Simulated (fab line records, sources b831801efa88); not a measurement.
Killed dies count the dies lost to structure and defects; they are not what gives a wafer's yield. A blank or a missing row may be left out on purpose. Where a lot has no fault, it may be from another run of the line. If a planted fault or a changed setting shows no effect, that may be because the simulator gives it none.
fab line records | flow sky130
[record] lots = 13 | wafers = 39 | lastDay = 49
route steps=708 shown FIELD_ISO@11 VIA1@471 METAL2@486 VIA2@531 PAD_OPEN@708
lots that met no fault: taken from a fault-free run of the same line
startH: the number of hours between the record's first day and the start of the first shown wafer of the lot | waitH: hours from the lot's prior step to this one | " same as the row above | L1.1+2: one row covering several wafers at once | - either no value or no given start | * or withheld: withheld | < > ~ a bound
route shown NAME@n: a module of which the file shows steps, and the number in the route of the first | usual: mean/standard deviation of fault-free wafers | same: alike in all rows | chamber/n: place in a boat | sites: per-site readings | _std_site: the standard deviation of these | _edge_site: outer sites' mean less inner sites' | radiusMm: for every site, how far away it sits from the centre of the wafer | mask NAME#n: copy n | behind: the tool/chamber that last shaped the wafer | hold: reason for holding the lot/hours on hold/outcome of the hold | device: the n, p or np transistor that did not switch | end of line: tests of these same wafers at the route's end | a step without rows: its recipe alone | killed: not the wafer's yield, but the dies lost to structure and defects at the first sort | map: shows each die of a wafer: x if killed, . if not, _ if none is there
set.NAME: the setting the step ran with; set.NAME@STEP: the setting that earlier step ran with | model.NAME: the simulator's own value behind a step, which no gauge read
the route's steps for a sample of lots (tables are steps, rows are wafers)
services: a tool's chamber out of use, with start hour (startH, from the record's first day; less than 0 if before it), hours out, and reason
[[steps]]
[step SKY_FIELD_ISO_EXPOSE_10]
[recipe] maskId = FOM | na = 0.68 | sourceShape = annular | sigmaInner = 0.4 | sigmaOuter = 0.8 | targetCdNm = 150 | doseMj = 28
[usual] exposureDoseMJCm2 = 28.004/0.029
lot.wafer | tool          | chamber | startH | waitH | mask  | exposureDoseMJCm2
L906.1    | krfScanner-02 | 0       | 22.62  | -     | FOM#0 | 28.005
L906.4    | "             | 0       | "      | "     | FOM#0 | 28.011
L906.5    | "             | 0       | "      | "     | FOM#0 | 28.007
L908.1    | krfScanner-01 | 0       | 31.55  | -     | FOM#0 | 27.994
L908.3    | "             | 0       | "      | "     | FOM#0 | 28.044
L908.6    | "             | 0       | "      | "     | FOM#0 | 27.999
L909.1    | krfScanner-01 | 0       | 37.76  | -     | FOM#0 | 28.011
L909.2    | "             | 0       | "      | "     | FOM#0 | 27.984
L909.6    | "             | 0       | "      | "     | FOM#0 | 27.947
L910.3    | krfScanner-02 | 0       | 42.44  | -     | FOM#0 | 28.082
L910.4    | "             | 0       | "      | "     | FOM#0 | 28.038
L910.5    | "             | 0       | "      | "     | FOM#0 | 28.052
L911.1    | krfScanner-01 | 0       | 48.65  | -     | FOM#0 | 28.016
L911.2    | "             | 0       | "      | "     | FOM#0 | 28.039
L911.4    | "             | 0       | "      | "     | FOM#0 | 28.035
L912.1    | krfScanner-02 | 0       | 53.08  | -     | FOM#0 | 28.018
L912.3    | "             | 0       | "      | "     | FOM#0 | 28.021
L912.4    | "             | 0       | "      | "     | FOM#0 | 27.970
L914.2    | krfScanner-02 | 0       | 61.92  | -     | FOM#0 | 27.985
L914.3    | "             | 0       | "      | "     | FOM#0 | 27.998
L914.5    | "             | 0       | "      | "     | FOM#0 | 27.976
L915.1    | krfScanner-01 | 0       | 67.48  | -     | FOM#0 | 28.006
L915.3    | "             | 0       | "      | "     | FOM#0 | 28.008
L915.5    | "             | 0       | "      | "     | FOM#0 | 27.963
L916.1    | krfScanner-01 | 0       | 72.61  | -     | FOM#0 | 27.993
L916.2    | "             | 0       | "      | "     | FOM#0 | 27.966
L916.6    | "             | 0       | "      | "     | FOM#0 | 28.014
L917.3    | krfScanner-02 | 0       | 77.19  | -     | FOM#0 | 28.000
L917.4    | "             | 0       | "      | "     | FOM#0 | 27.997
L917.5    | "             | 0       | "      | "     | FOM#0 | 27.979
L918.1    | krfScanner-02 | 0       | 84.77  | -     | FOM#0 | 28.031
L918.2    | "             | 0       | "      | "     | FOM#0 | 28.026
L918.4    | "             | 0       | "      | "     | FOM#0 | 28.026
L921.1    | krfScanner-01 | 0       | 98.07  | -     | FOM#0 | 33.843
L921.3    | "             | 0       | "      | "     | FOM#0 | 33.828
L921.5    | "             | 0       | "      | "     | FOM#0 | 33.850
L925.2    | krfScanner-01 | 0       | 119.02 | -     | FOM#0 | 32.679
L925.3    | "             | 0       | "      | "     | FOM#0 | 32.652
L925.6    | "             | 0       | "      | "     | FOM#0 | 32.646
[step SKY_FIELD_ISO_CD_MEAS_13]
[recipe] targetCdNm = 150
[usual] cdNm = 149.8/1.3
lot.wafer | tool     | chamber | startH | waitH | cdNm
L906.1    | cdSem-02 | -       | 30.27  | -     | 150.5
L906.4    | "        | -       | "      | "     | 150.0
L906.5    | "        | -       | "      | "     | 149.8
L908.1    | cdSem-01 | -       | 38.72  | -     | 148.2
L908.3    | "        | -       | "      | "     | 148.5
L908.6    | "        | -       | "      | "     | 150.4
L909.1    | cdSem-02 | -       | 45.06  | -     | 150.1
L909.2    | "        | -       | "      | "     | 150.1
L909.6    | "        | -       | "      | "     | 150.1
L910.3    | cdSem-01 | -       | 50.60  | -     | 149.6
L910.4    | "        | -       | "      | "     | 149.3
L910.5    | "        | -       | "      | "     | 149.5
L911.1    | cdSem-02 | -       | 57.16  | -     | 151.9
L911.2    | "        | -       | "      | "     | 151.1
L911.4    | "        | -       | "      | "     | 150.7
L912.1    | cdSem-01 | -       | 60.76  | -     | 149.9
L912.3    | "        | -       | "      | "     | 149.6
L912.4    | "        | -       | "      | "     | 149.8
L914.2    | cdSem-02 | -       | 69.94  | -     | 147.8
L914.3    | "        | -       | "      | "     | 148.3
L914.5    | "        | -       | "      | "     | 146.5
L915.1    | cdSem-02 | -       | 75.33  | -     | 151.5
L915.3    | "        | -       | "      | "     | 152.8
L915.5    | "        | -       | "      | "     | 152.1
L916.1    | cdSem-01 | -       | 80.36  | -     | 148.4
L916.2    | "        | -       | "      | "     | 150.2
L916.6    | "        | -       | "      | "     | 150.7
L917.3    | cdSem-01 | -       | 85.90  | -     | 148.5
L917.4    | "        | -       | "      | "     | 149.4
L917.5    | "        | -       | "      | "     | 149.2
L918.1    | cdSem-02 | -       | 93.18  | -     | 152.7
L918.2    | "        | -       | "      | "     | 152.7
L918.4    | "        | -       | "      | "     | 150.8
L921.1    | cdSem-02 | -       | 107.23 | -     | 111.5
L921.3    | "        | -       | "      | "     | 110.7
L921.5    | "        | -       | "      | "     | 112.3
L925.2    | cdSem-02 | -       | 127.75 | -     | 120.8
L925.3    | "        | -       | "      | "     | 120.0
L925.6    | "        | -       | "      | "     | 120.2
[step SKY_VIA1_OVL_MEAS_13]
[usual] VIA1_OVL = 4/4.4
lot.wafer | tool       | chamber | startH | waitH | VIA1_OVL[nm]
L906.1    | overlay-01 | -       | 787.69 | 0.1   | 8
L906.4    | "          | -       | "      | "     | 8
L906.5    | "          | -       | "      | "     | 12
L908.1    | overlay-02 | -       | 810.39 | 0.1   | 8
L908.3    | "          | -       | "      | "     | 16
L908.6    | "          | -       | "      | "     | 5
L911.1    | overlay-02 | -       | 833.55 | 0.1   | -4
L911.2    | "          | -       | "      | "     | 4
L911.4    | "          | -       | "      | "     | 0
L909.1    | overlay-01 | -       | 835.19 | 0.1   | -2
L909.2    | "          | -       | "      | "     | 2
L909.6    | "          | -       | "      | "     | 2
L910.3    | overlay-02 | -       | 836.27 | 0.1   | 8
L910.4    | "          | -       | "      | "     | 5
L910.5    | "          | -       | "      | "     | 4
L912.1    | overlay-01 | -       | 844.88 | 0.1   | 2
L912.3    | "          | -       | "      | "     | 5
L912.4    | "          | -       | "      | "     | 0
L914.2    | overlay-01 | -       | 854.65 | 0.1   | 8
L914.3    | "          | -       | "      | "     | 10
L914.5    | "          | -       | "      | "     | 4
L915.1    | overlay-01 | -       | 862.69 | 0.1   | 4
L915.3    | "          | -       | "      | "     | 7
L915.5    | "          | -       | "      | "     | -2
L916.1    | overlay-01 | -       | 870.99 | 0.1   | 3
L916.2    | "          | -       | "      | "     | -7
L916.6    | "          | -       | "      | "     | 3
L917.3    | overlay-02 | -       | 880.94 | 0.1   | 1
L917.4    | "          | -       | "      | "     | 2
L917.5    | "          | -       | "      | "     | 2
L918.1    | overlay-02 | -       | 889.38 | 0.1   | 1
L918.2    | "          | -       | "      | "     | -1
L918.4    | "          | -       | "      | "     | 5
[step SKY_METAL2_SPUTTER_03]
[recipe] material = Ti | targetThkNm = 5 | powerW = 3000 | timeS = 3.3 | chamberPressurePa = 0.4
[usual] throttleValvePct = 30.4/0.85
lot.wafer | tool          | chamber | startH | waitH | throttleValvePct
L906.1    | pvdSputter-02 | -       | 789.17 | 0.0   | 31.2
L906.4    | "             | -       | "      | "     | 31.2
L906.5    | "             | -       | "      | "     | 31.3
L908.1    | pvdSputter-01 | -       | 811.82 | 0.0   | 31.7
L908.3    | "             | -       | "      | "     | 29.5
L908.6    | "             | -       | "      | "     | 31.5
L911.1    | pvdSputter-03 | -       | 835.08 | 0.0   | 30.5
L911.2    | "             | -       | "      | "     | 30.0
L911.4    | "             | -       | "      | "     | 30.4
L909.1    | pvdSputter-03 | -       | 836.71 | 0.0   | 30.4
L909.2    | "             | -       | "      | "     | 30.5
L909.6    | "             | -       | "      | "     | 30.4
L910.3    | pvdSputter-02 | -       | 837.78 | 0.0   | 31.4
L910.4    | "             | -       | "      | "     | 30.1
L910.5    | "             | -       | "      | "     | 31.2
L912.1    | pvdSputter-03 | -       | 846.31 | 0.0   | 29.8
L912.3    | "             | -       | "      | "     | 30.3
L912.4    | "             | -       | "      | "     | 29.6
L914.2    | pvdSputter-03 | -       | 856.06 | 0.0   | 30.6
L914.3    | "             | -       | "      | "     | 30.2
L914.5    | "             | -       | "      | "     | 30.2
L915.1    | pvdSputter-03 | -       | 864.27 | 0.0   | 30.5
L915.3    | "             | -       | "      | "     | 30.2
L915.5    | "             | -       | "      | "     | 30.3
L916.1    | pvdSputter-02 | -       | 872.72 | 0.0   | 31.1
L916.2    | "             | -       | "      | "     | 30.1
L916.6    | "             | -       | "      | "     | 31.8
L917.3    | pvdSputter-01 | -       | 882.40 | 0.0   | 29.6
L917.4    | "             | -       | "      | "     | 28.9
L917.5    | "             | -       | "      | "     | 28.7
L918.1    | pvdSputter-03 | -       | 890.85 | 0.0   | 29.8
L918.2    | "             | -       | "      | "     | 29.6
L918.4    | "             | -       | "      | "     | 30.3
[step SKY_VIA2_CMP_24]
[recipe] stopOn = SiO2 | tOverpolishS = 20 | downForcePsi = 3.5 | platenRpm = 60 | targetThkNm = 0 | padVelocityMS = 0.94248
[usual] edgeZonePressureFrac = 1.000/0.005 | motorCurrentA = 11.2/0.89 | overpolishRunS = 19.999/0.0094 | timeToEndpointS = 104/3.8
lot.wafer | tool   | chamber | startH | waitH | edgeZonePressureFrac | motorCurrentA | overpolishRunS | timeToEndpointS
L906.4    | cmp-02 | 1       | 845.60 | 0.1   | 1.001                | 10.7          | 20.004         | 110
L906.1    | "      | 2       | "      | "     | 1.002                | 11.0          | 20.003         | 110
L906.5    | "      | 0       | "      | "     | 1.011                | 12.5          | 19.999         | 108
L908.1    | cmp-01 | 0       | 866.69 | 0.1   | 0.988                | 11.1          | 19.998         | 101
L908.3    | "      | 1       | "      | "     | 1.000                | 11.0          | 19.997         | 103
L908.6    | "      | 1       | "      | "     | 1.002                | 10.2          | 20.006         | 103
L911.2    | cmp-02 | 2       | 890.60 | 0.2   | 0.998                | 10.1          | 19.996         | 107
L911.4    | "      | 3       | "      | "     | 0.993                | 9.8           | 19.999         | 107
L911.1    | "      | 1       | "      | "     | 1.002                | 11.1          | 19.998         | 102
L909.2    | cmp-02 | 3       | 891.09 | 0.0   | 1.010                | 10.1          | 19.980         | 110
L909.1    | "      | 1       | "      | "     | 1.003                | 11.3          | 20.014         | 105
L909.6    | "      | 0       | "      | "     | 1.000                | 13.4          | 19.999         | 104
L910.3    | cmp-02 | 1       | 892.58 | 0.1   | 1.005                | 10.6          | 19.995         | 104
L910.4    | "      | 2       | "      | "     | 0.993                | 10.4          | 19.988         | 108
L910.5    | "      | 0       | "      | "     | 1.007                | 12.3          | 19.998         | 104
L912.1    | cmp-02 | 3       | 902.29 | 0.1   | 0.998                | 10.2          | 20.008         | 112
L912.3    | "      | 0       | "      | "     | 1.004                | 12.4          | 19.999         | 102
L912.4    | "      | 1       | "      | "     | 1.000                | 10.2          | 20.014         | 105
L914.3    | cmp-02 | 2       | 910.41 | 0.1   | 0.996                | 11.1          | 19.990         | 100
L914.2    | "      | 3       | "      | "     | 1.004                | 10.2          | 19.979         | 105
L914.5    | "      | 1       | "      | "     | 0.991                | 11.4          | 19.997         | 104
L915.1    | cmp-01 | 3       | 918.80 | 0.1   | 1.004                | 10.7          | 19.998         | 104
L915.3    | "      | 0       | "      | "     | 0.997                | 10.9          | 20.011         | 104
L915.5    | "      | 0       | "      | "     | 0.998                | 10.9          | 19.988         | 104
L916.2    | cmp-01 | 2       | 927.15 | 0.4   | 1.007                | 11.9          | 20.022         | 104
L916.1    | "      | 3       | "      | "     | 1.005                | 11.0          | 19.998         | 99
L916.6    | "      | 1       | "      | "     | 1.002                | 10.6          | 19.992         | 103
L917.3    | cmp-01 | 2       | 934.81 | 0.0   | 0.994                | 12.2          | 19.989         | 104
L917.4    | "      | 3       | "      | "     | 1.002                | 10.9          | 19.988         | 101
L917.5    | "      | 2       | "      | "     | 0.995                | 12.5          | 20.006         | 102
L918.2    | cmp-01 | 1       | 944.60 | 0.0   | 1.007                | 10.6          | 19.991         | 106
L918.4    | "      | 2       | "      | "     | 0.997                | 12.1          | 20.012         | 104
L918.1    | "      | 3       | "      | "     | 1.002                | 10.6          | 20.001         | 105
[step SKY_PAD_OPEN_PROBE_99]
[usual] killed_at_M0_to_M3 = 43/7.1 | killed_at_M4_up = 3.1/1.7 | killedAtContacts = 23/5.1 | killedAtFrontEnd = 14/4.4 | killedAtOther = 0.3/0.47 | killedDies = 84/9.9 | killedOnRim = 16/3.8 | killedOpen = 45/6.6 | killedShort = 38/6.8
[same] grossDies = 492 | killedAtBackSide = 0
lot.wafer | tool      | chamber | startH  | waitH | killed_at_M0_to_M3 | killed_at_M4_up | killedAtContacts | killedAtFrontEnd | killedAtOther | killedDies | killedOnRim | killedOpen | killedShort
L914.2    | prober-01 | -       | 1126.59 | 0.1   | 43                 | 0               | 18               | 14               | 0             | 75         | 15          | 34         | 41
L914.3    | prober-01 | -       | 1126.64 | 0.2   | 55                 | 1               | 24               | 12               | 0             | 92         | 15          | 48         | 44
L914.5    | prober-01 | -       | 1126.74 | 0.2   | 36                 | 1               | 17               | 16               | 1             | 71         | 11          | 35         | 36
L918.1    | prober-01 | -       | 1149.67 | 0.1   | 52                 | 2               | 24               | 9                | 1             | 88         | 17          | 51         | 37
L918.2    | prober-01 | -       | 1149.72 | 0.1   | 51                 | 4               | 20               | 9                | 0             | 84         | 15          | 49         | 35
L918.4    | prober-01 | -       | 1149.82 | 0.2   | 53                 | 5               | 22               | 5                | 1             | 86         | 9           | 36         | 50
L921.1    | prober-02 | -       | 1165.38 | 0.1   | 49                 | 2               | 22               | 413              | 0             | 486        | 90          | 42         | 42
L921.3    | prober-02 | -       | 1165.48 | 0.2   | 51                 | 2               | 25               | 408              | 0             | 486        | 93          | 49         | 47
L921.5    | prober-02 | -       | 1165.58 | 0.2   | 35                 | 2               | 20               | 428              | 1             | 486        | 91          | 45         | 26
L925.2    | prober-02 | -       | 1179.64 | 0.1   | 38                 | 1               | 25               | 328              | 0             | 392        | 51          | 48         | 26
L925.3    | prober-02 | -       | 1179.69 | 0.2   | 31                 | 7               | 21               | 297              | 0             | 356        | 37          | 44         | 31
L925.6    | prober-02 | -       | 1179.84 | 0.2   | 47                 | 6               | 31               | 285              | 0             | 369        | 39          | 51         | 46
// killed by level:class
L914.2 VIA1:geometricParticle:open=13 VIA1:geometricParticle:short=7 CONTACT:geometricParticle:short=5 LI_CONTACT:geometricParticle:open=5 METAL1:geometricParticle:short=5 VIA3:geometricParticle:open=5 FIELD_ISO:geometricParticle:short=4 METAL2:geometricParticle:short=4
L914.3 VIA1:geometricParticle:open=16 CONTACT:geometricParticle:open=11 METAL2:geometricParticle:short=8 LI_CONTACT:geometricParticle:open=7 VIA2:geometricParticle:open=6 METAL1:geometricParticle:short=6 VIA2:geometricParticle:short=5 METAL3:geometricParticle:short=4
L914.5 VIA1:geometricParticle:open=8 VIA2:geometricParticle:short=6 FIELD_ISO:geometricParticle:short=5 CONTACT:geometricParticle:open=5 FIELD_ISO:geometricParticle:open=4 LI_CONTACT:geometricParticle:open=4 CONTACT:geometricParticle:short=4 VIA1:geometricParticle:short=4
L918.1 LI_CONTACT:geometricParticle:open=10 VIA1:geometricParticle:open=10 VIA3:geometricParticle:open=8 VIA2:geometricParticle:open=8 METAL2:geometricParticle:short=7 VIA2:geometricParticle:short=7 CONTACT:geometricParticle:open=6 POLY_GATE:geometricParticle:open=4
L918.2 VIA1:geometricParticle:open=12 VIA2:geometricParticle:open=8 CONTACT:geometricParticle:open=7 LI_CONTACT:geometricParticle:open=7 VIA1:geometricParticle:short=6 METAL2:geometricParticle:short=5 METAL1:geometricParticle:short=4 VIA3:geometricParticle:open=4
L918.4 METAL1:geometricParticle:short=12 VIA1:geometricParticle:open=10 METAL2:geometricParticle:short=6 CONTACT:geometricParticle:open=5 VIA1:geometricParticle:short=5 LI_CONTACT:geometricParticle:open=4 LI_CONTACT:geometricParticle:short=4 LOCAL_INTERCONNECT:geometricParticle:short=4
L921.1 FIELD_ISO:areaExpose=402 VIA1:geometricParticle:open=11 VIA3:geometricParticle:open=9 METAL1:geometricParticle:short=7 CONTACT:geometricParticle:short=6 VIA3:geometricParticle:short=6 LI_CONTACT:geometricParticle:open=5 CONTACT:geometricParticle:open=5
L921.3 FIELD_ISO:areaExpose=390 CONTACT:geometricParticle:open=8 METAL1:geometricParticle:short=7 VIA1:geometricParticle:open=7 VIA2:geometricParticle:open=7 VIA2:geometricParticle:short=7 POLY_GATE:geometricParticle:open=6 LI_CONTACT:geometricParticle:open=6
L921.5 FIELD_ISO:areaExpose=415 LI_CONTACT:geometricParticle:open=8 CONTACT:geometricParticle:open=8 VIA1:geometricParticle:open=6 VIA2:geometricParticle:open=6 METAL1:geometricParticle:short=5 VIA3:geometricParticle:open=5 FIELD_ISO:geometricParticle:open=4
L925.2 FIELD_ISO:areaExpose=318 VIA1:geometricParticle:open=12 CONTACT:geometricParticle:open=9 VIA2:geometricParticle:open=8 LI_CONTACT:geometricParticle:open=7 METAL1:geometricParticle:short=4 FIELD_ISO:geometricParticle:open=3 LOCAL_INTERCONNECT:geometricParticle:short=3
L925.3 FIELD_ISO:areaExpose=281 VIA1:geometricParticle:open=9 CONTACT:geometricParticle:open=8 LOCAL_INTERCONNECT:geometricParticle:short=6 POLY_GATE:geometricParticle:short=5 LI_CONTACT:geometricParticle:open=5 POLY_GATE:geometricParticle:open=4 VIA1:geometricParticle:short=4
L925.6 FIELD_ISO:areaExpose=272 VIA1:geometricParticle:open=16 CONTACT:geometricParticle:open=12 METAL1:geometricParticle:short=7 CONTACT:geometricParticle:short=6 VIA2:geometricParticle:short=5 FIELD_ISO:geometricParticle:short=4 FIELD_ISO:geometricParticle:open=4
[[services]]
tool          | chamber | startH | hours | kind
krfScanner-01 | -       | 18.58  | 0.8   | pm
krfScanner-01 | -       | 19.33  | 4.0   | pm
krfScanner-01 | -       | 32.53  | 0.6   | repair
krfScanner-01 | -       | 52.44  | 1.3   | pm
krfScanner-01 | -       | 92.67  | 0.8   | pm
krfScanner-01 | -       | 99.24  | 1.0   | pm
krfScanner-01 | -       | 165.09 | 4.4   | pm
krfScanner-01 | -       | 169.46 | 0.8   | pm
krfScanner-01 | -       | 228.34 | 1.3   | pm
krfScanner-01 | -       | 267.29 | 1.0   | pm
krfScanner-01 | -       | 337.51 | 0.8   | pm
krfScanner-01 | -       | 404.24 | 1.3   | pm
krfScanner-01 | -       | 428.93 | 0.3   | repair
krfScanner-01 | -       | 436.29 | 1.0   | pm
krfScanner-01 | -       | 449.85 | 2.1   | repair
krfScanner-01 | -       | 506.31 | 0.8   | pm
krfScanner-01 | -       | 580.14 | 1.3   | pm
krfScanner-01 | -       | 585.24 | 1.0   | repair
krfScanner-01 | -       | 605.29 | 1.0   | pm
krfScanner-01 | -       | 659.72 | 3.6   | pm
krfScanner-01 | -       | 675.11 | 0.8   | pm
krfScanner-01 | -       | 687.69 | 0.2   | repair
krfScanner-01 | -       | 736.88 | 4.0   | pm
krfScanner-01 | -       | 756.04 | 1.3   | pm
[[key]]
[firstSign] step = SKY_FIELD_ISO_EXPOSE_10 | reading = exposureDoseMJCm2 | direction = up | sigmas = 99+ | usual = * | struck = *
[effect] step = SKY_FIELD_ISO_CD_MEAS_13 | reading = cdNm | direction = down | sigmas = 26 | usual = 149.8 | struck = 115.9 | through = controlLoop
[effect] step = SKY_PAD_OPEN_PROBE_99 | reading = killedAtFrontEnd | direction = up | sigmas = 79 | usual = 14 | struck = 360
[moreKillsBornAt] SKY_FIELD_ISO_EXPOSE_10@krfScanner-01 = 2078
metAt SKY_FIELD_ISO_EXPOSE_10
struckLots L921,L925
laterRowsLeftOut L921.1,L921.3,L921.5,L925.2,L925.3,L925.6
testerLeftOut L921,L925
[loopTrim] step = SKY_FIELD_ISO_EXPOSE_10 | setting = dose | lots = L925
notActingAt SKY_VIA1_OVL_MEAS_13,SKY_METAL2_SPUTTER_03,SKY_VIA2_CMP_24
onsetBetween 72.61 98.07
[fault] kind = processParameterDrift | tool = krfScanner-01 | chamber = - | onsetH = 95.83 | steps = SKY_FIELD_ISO_EXPOSE_10 | channel = doseMj | offset = 5.8232 | shape = step | actsIn = theseRecipesOnly | stated = 28
// testerLeftOut: of these lots the tester's yield and bins aren't shown, on N5 and GAA mostly nor the transistor test; their killed dies are dies lost to structure and defects alone, not to doping, threshold or leakage, so they don't give the yield
// laterRowsLeftOut: the simulator's readings of these wafers behind a module that went badly wrong aren't trusted and aren't shown, but for the sort
// loopTrim: a control loop set the setting to another value than it would have without faults
